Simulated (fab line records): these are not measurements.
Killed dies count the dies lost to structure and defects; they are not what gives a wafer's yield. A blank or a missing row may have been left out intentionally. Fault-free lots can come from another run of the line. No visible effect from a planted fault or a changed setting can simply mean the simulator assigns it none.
Problem report in the 8D (eight disciplines) form, filled by code / flow gf180mcu / the parts of the form that need people (team, actions taken, sign-off) are left out

## 1. WHAT WENT WRONG
V1_CVD_02_THK at GF_V1_THK_MEAS_03 reads a mean of 990 nm on 3 wafers of 2 lots; wafers without a fault read 845 nm with a standard deviation of 12. Relative to the usual mean, that is a shift of +12 standard deviations.
First observed at day 23 05:11: wafer L831.4, on filmMetro-02. The record has a number at this step for 36 wafers belonging to 12 lots. Rule for "out", or "out of limits": more than 4 standard deviations from the usual mean. The other wafers with a number count as sound.

## 2. WHAT IT IS AND WHAT IT IS NOT
question=which readings at this step | is=V1_CVD_02_THK | is not=-
question=which lots | is=L831, L833 | is not=L816, L818, L819, L820, L822, L824, L825, L826, L832, L837
question=which wafers of those lots | is=L831.4, L833.3, L833.4 | is not=L831.1, L831.5, L833.6
question=read on which gauges | is=filmMetro-01, filmMetro-02 | is not=filmMetro-04
question=when | is=from day 23 05:11 | is not=up to then (26 sound wafers); but 7 sound wafers of L832, L833, L837 came after

## 3. SUSPECTS, AND WHAT RULES EACH OUT
Counting: any tool at a process step up to the reading remains a suspect provided it ran every lot that is out. Sound lots after the first of them don't rule it out here, since some wafers of a struck lot are sound.
- the gauge at GF_V1_THK_MEAS_03 is ruled out. The wafers that are out were read on 2 gauges (filmMetro-01, filmMetro-02).
- pecvd-04 at GF_V1_CVD_02 (deposits SiO2 from TEOS, target thk 850 nm, time 94.851 s): kept. It processed each lot that is out (first: L831, day 23 05:07); up to then, its last sound lot is L824 (day 20 22:32). On those wafers its own readings are out: runLengthS.
After counting, what remains is pecvd-04 at GF_V1_CVD_02.

## 4. THE CAUSE (what the simulator had put in)
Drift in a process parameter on pecvd-04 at GF_V1_CVD_02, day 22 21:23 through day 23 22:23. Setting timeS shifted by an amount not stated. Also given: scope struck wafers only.
This tool alone remained once counting was done.

## 5. SEQUENCE OF EFFECTS, ordered by route
Rows list readings where the struck wafers' mean (over those with a number) sits beyond 3 standard deviations from the usual. Readings are gone through only where the record gives a usual standard deviation; hours: the median, over the lots, of the time from a lot's start at the first step in this table giving one to that lot's start at this step; sigmas: the change measured in usual standard deviations.
hours=0; step=GF_V1_CVD_02; reading=runLengthS; usual=122.5 s; on struck wafers=138.7; change=+16.2; sigmas=+26
hours=0; step=GF_V1_THK_MEAS_03; reading=V1_CVD_02_THK; usual=845 nm; on struck wafers=990; change=+145; sigmas=+12
hours=0; step=GF_V1_CMP_04; reading=timeToEndpointS; usual=79 s; on struck wafers=135; change=+56; sigmas=+9.9
Here are the process steps it includes:
- GF_V1_CVD_02: deposits SiO2 from TEOS, target thk 850 nm, time 94.851 s.
- GF_V1_CMP_04: polishes SiO2.
Later steps that measure or inspect, where all struck wafers having a row at the step show a number for every such reading and not one has moved that far: GF_V1_CD_MEAS_14.

## 6. HOW IT WOULD HAVE BEEN CAUGHT EARLIER
8 hours passed between the start of the fault at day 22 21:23 and the first reading out of limits at a measuring or inspecting step in this record, taken at day 23 05:11.
Tool's own readings at GF_V1_CVD_02, runLengthS: out on all struck wafers the step has rows for; an alarm limit on them would have tripped on the first.
L833, from the lots that are out (2), started GF_V1_CVD_02 on pecvd-04 later than day 23 05:11. Holding the tool at that time would have saved it.
